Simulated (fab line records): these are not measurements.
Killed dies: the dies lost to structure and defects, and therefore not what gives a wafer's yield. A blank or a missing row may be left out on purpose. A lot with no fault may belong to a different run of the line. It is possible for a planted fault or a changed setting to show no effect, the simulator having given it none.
Which of the tools did it? :: flow sfq_line :: 14 lots, 42 wafers sampled, at 1 step of a route of 325

## WHAT THE GAUGES READ, wafer by wafer
SFQ_I4_OVL_MEAS_928. Usual: I4_OVL 2 nm, standard deviation 6.
lot: L687
measured: day 46 21:53
on: overlay-02
I4_OVL (nm): 6 11 12
flag: 

lot: L690
measured: day 53 07:27
on: overlay-01
I4_OVL (nm): -1 -2 -6
flag: 

lot: L691
measured: day 53 16:13
on: overlay-02
I4_OVL (nm): 10 8 11
flag: 

lot: L692
measured: day 53 22:13
on: overlay-02
I4_OVL (nm): 0 5 2
flag: 

lot: L693
measured: day 53 23:25
on: overlay-02
I4_OVL (nm): 0 11 2
flag: 

lot: L694
measured: day 54 02:10
on: overlay-01
I4_OVL (nm): 0 4 5
flag: 

lot: L695
measured: day 54 10:50
on: overlay-02
I4_OVL (nm): -2 -11 1
flag: 

lot: L697
measured: day 56 00:01
on: overlay-02
I4_OVL (nm): -1 0 -1
flag: 

lot: L698
measured: day 56 07:56
on: overlay-02
I4_OVL (nm): 8 12 7
flag: 

lot: L699
measured: day 56 13:30
on: overlay-02
I4_OVL (nm): 8 2 -5
flag: 

lot: L702
measured: day 61 01:07
on: overlay-01
I4_OVL (nm): -3 4 0
flag: 

lot: L704
measured: day 61 09:46
on: overlay-01
I4_OVL (nm): 6 4 3
flag: 

lot: L708
measured: day 62 19:04
on: overlay-02
I4_OVL (nm): -4 6 -3
flag: 

lot: L709
measured: day 63 10:30
on: overlay-01
I4_OVL (nm): -1 7 5
flag: 

## WHICH TOOL RAN EACH LOT (tool, then ch and the chambers of the sampled wafers, then the start)
Before these readings, the record contains no process step.

## AS READ BY THE TOOLS THEMSELVES (means over the sampled wafers that have a number; for cases with no such wafer, the mark the record gives instead)
The record holds no such reading with a usual standard deviation.

## THE ANSWER, worked out from the rows above alone
Rule: a lot is off if the mean of its wafers that have a number lies more than 3 standard deviations from the usual mean. Also off: a lot with no number at a reading for which 4 or more lots have one. The other lots that the step has rows for count as sound. After the gauges, taken in route order, come the tools' own readings; for these a lot's mean is taken, as printed above. The first step at which some lot is off is used, and at that step the reading that is off furthest; a lot without a number counts as furthest.
Nothing can be told from this: no lot is off at any reading shown.

## WHAT HAD BEEN PUT IN BY THE SIMULATOR
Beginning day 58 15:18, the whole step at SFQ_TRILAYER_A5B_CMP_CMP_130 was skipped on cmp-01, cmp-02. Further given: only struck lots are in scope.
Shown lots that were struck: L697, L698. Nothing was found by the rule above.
